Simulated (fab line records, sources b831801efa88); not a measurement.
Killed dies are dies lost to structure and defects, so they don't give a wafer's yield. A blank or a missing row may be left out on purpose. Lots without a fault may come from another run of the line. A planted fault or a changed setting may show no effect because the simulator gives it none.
Problem report in the 8D (eight disciplines) form, filled by code | flow gf180mcu | the parts of the form that need people (team, actions taken, sign-off) are left out

1. THE PROBLEM
spin_speed_rpm at GF_HV_LDD_COAT_02 reads a mean of 3251.0 rpm on 6 wafers of 2 lots; wafers without a fault read 3000.3 rpm with a standard deviation of 1.8. That is +99 or more standard deviations from the usual mean.
The step: resist thk 1000 nm.
First seen on wafer L352.2, day 15 19:42, on litho_track-03. The record holds 39 wafers of 13 lots with a number at this step. Rule for "out", or "out of limits": more than 4 standard deviations from the usual mean. The other wafers with a number count as sound.

2. WHAT IT IS AND WHAT IT IS NOT
question                    | is                     | is not
which readings at this step | spin_speed_rpm         | -
which lots                  | L352, L353             | L332, L334, L336, L337, L341, L342, L343, L345, L349, L354, L355
which wafers of those lots  | all that have a number | -
read on which tools         | litho_track-03         | litho_track-02, litho_track-04
when                        | from day 15 19:42      | up to then (27 sound wafers); but 6 sound wafers of L354, L355 came after

3. SUSPECTS, AND WHAT RULES EACH OUT
Counting: a tool at a process step up to the reading stays a suspect if it ran every lot that is out and no sound lot after the first of them.
- plasma_asher-01 at GF_VT_IMPLANT_STRIP_31 (strips in O2/N2): ruled out as a lasting fault. Sound lots L354, L355 ran on it after its first lot that is out, L352 (day 12 06:49).
- litho_track-03 at GF_HV_LDD_COAT_02 (resist thk 1000 nm): kept. It ran every lot that is out, first L352 (day 15 19:42), and no sound lot after that; its last sound lot up to then is L342 (day 12 20:16). Its own readings are out on those wafers: spin_speed_rpm.
Left after counting: litho_track-03 at GF_HV_LDD_COAT_02.

4. THE CAUSE (what the simulator had put in)
Process parameter drift: litho_track-03, from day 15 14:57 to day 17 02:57, at GF_HV_LDD_COAT_02. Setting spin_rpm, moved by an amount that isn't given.
Counting left only this tool.

5. THE CHAIN OF EFFECTS, in route order
Each row: a reading whose mean over the struck wafers that have a number lies more than 3 standard deviations from the usual. Only readings for which the record gives a usual standard deviation are gone through. hours: the time from each lot's start at the first step in this table that gives one to its start at this step, as a median over the lots. sigmas: the change in usual standard deviations.
hours | step               | reading                  | usual      | on struck wafers | change | sigmas
0     | GF_HV_LDD_COAT_02  | spin_speed_rpm           | 3000.3 rpm | 3251.0           | +250.7 | +99 or more
11    | GF_HV_LDD_STRIP_10 | strip_time_to_endpoint_s | 12.641 s   | 12.193           | -0.448 | -17
The process steps in it:
- GF_HV_LDD_COAT_02: resist thk 1000 nm.
- GF_HV_LDD_STRIP_10: strips in O2/N2.
Later measuring or inspecting steps at which every struck wafer that the step has a row for has a number for every such reading, and none has moved that far: GF_HV_LDD_CD_MEAS_19.

6. WHAT WOULD HAVE CAUGHT IT SOONER
In this record the first reading out of limits was taken at day 15 19:42, 5 hours after the fault began at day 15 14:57.
